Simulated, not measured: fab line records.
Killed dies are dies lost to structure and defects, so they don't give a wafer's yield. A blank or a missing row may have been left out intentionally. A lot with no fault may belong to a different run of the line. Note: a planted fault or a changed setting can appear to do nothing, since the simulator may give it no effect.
Problem report in the 8D (eight disciplines) form, filled by code -- flow gf180mcu -- the parts of the form that need people (team, actions taken, sign-off) are left out

## 1. THE PROBLEM
chamberPressureMTorr at GF_M1_STRIP_17 reads a mean of 1200 mTorr on 6 wafers of 2 lots; wafers without a fault read 1501 mTorr with a standard deviation of 6.9. Relative to the usual mean, that is a shift of -44 standard deviations.
The step: strips in O2/N2.
First observed at day 22 03:41: wafer L176.2, on plasmaAsher-01. At this step, 36 wafers from 12 lots have a number in the record. Rule for "out" (also "out of limits"): further than 4 standard deviations from the usual mean. The rest of the wafers with a number are treated as sound.

## 2. WHAT IT IS AND WHAT IT IS NOT
question,is,is not
which readings at this step,"chamberPressureMTorr, stripTimeToEndpointS","drypumpMotorCurrentA, heaterPowerW"
which lots,"L176, L177","L163, L164, L165, L167, L169, L171, L172, L173, L175, L186"
which wafers of those lots,all that have a number,-
read on which tools,plasmaAsher-01,"plasmaAsher-02, plasmaAsher-03"
when,from day 22 03:41,up to then (27 sound wafers); but 3 sound wafers of L186 came after

## 3. WHAT RULES OUT EACH SUSPECT
Counting: a tool stays on the suspect list if, at a process step up to the reading, it processed all lots that are out and no sound lot following the first of them.
- plasmaAsher-03 at GF_CONTACT_STRIP_18 (strips in O2/N2): kept. It ran every lot that is out, first L176 (day 21 02:59), and no sound lot after that; its last sound lot up to then is L165 (day 17 00:33).
- plasmaAsher-01 at GF_M1_STRIP_17 (strips in O2/N2): kept. It ran every lot that is out, first L176 (day 22 03:41), and no sound lot after that; its last sound lot up to then is L175 (day 21 20:44). On those wafers its own readings are out: chamberPressureMTorr, stripTimeToEndpointS.
Remaining after the count are plasmaAsher-03 at GF_CONTACT_STRIP_18 and plasmaAsher-01 at GF_M1_STRIP_17.

## 4. THE CAUSE (what the simulator had put in)
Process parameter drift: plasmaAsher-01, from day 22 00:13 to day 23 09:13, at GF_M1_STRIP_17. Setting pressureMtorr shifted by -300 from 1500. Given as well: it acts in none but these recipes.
Counting left 2 suspects, and this tool is among them.

## 5. SEQUENCE OF EFFECTS, ordered by route
Rows list readings where the struck wafers' mean (over those with a number) sits beyond 3 standard deviations from the usual. Only readings whose record carries a usual standard deviation are examined. hours: median over the lots of the time between each lot's start at the first step of this table that gives one and its start at this step. sigmas: the change, counted in usual standard deviations.
hours,step,reading,usual,on struck wafers,change,sigmas
0,GF_M1_STRIP_17,chamberPressureMTorr,1501 mTorr,1200,-301,-44
0,GF_M1_STRIP_17,stripTimeToEndpointS,7.88 s,8.48,+0.60,+11
Its process steps:
- GF_M1_STRIP_17: strips in O2/N2.

## 6. HOW IT WOULD HAVE BEEN CAUGHT EARLIER
First out-of-limits reading in this record: day 22 03:41, which is 3 hours after fault onset at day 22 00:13.
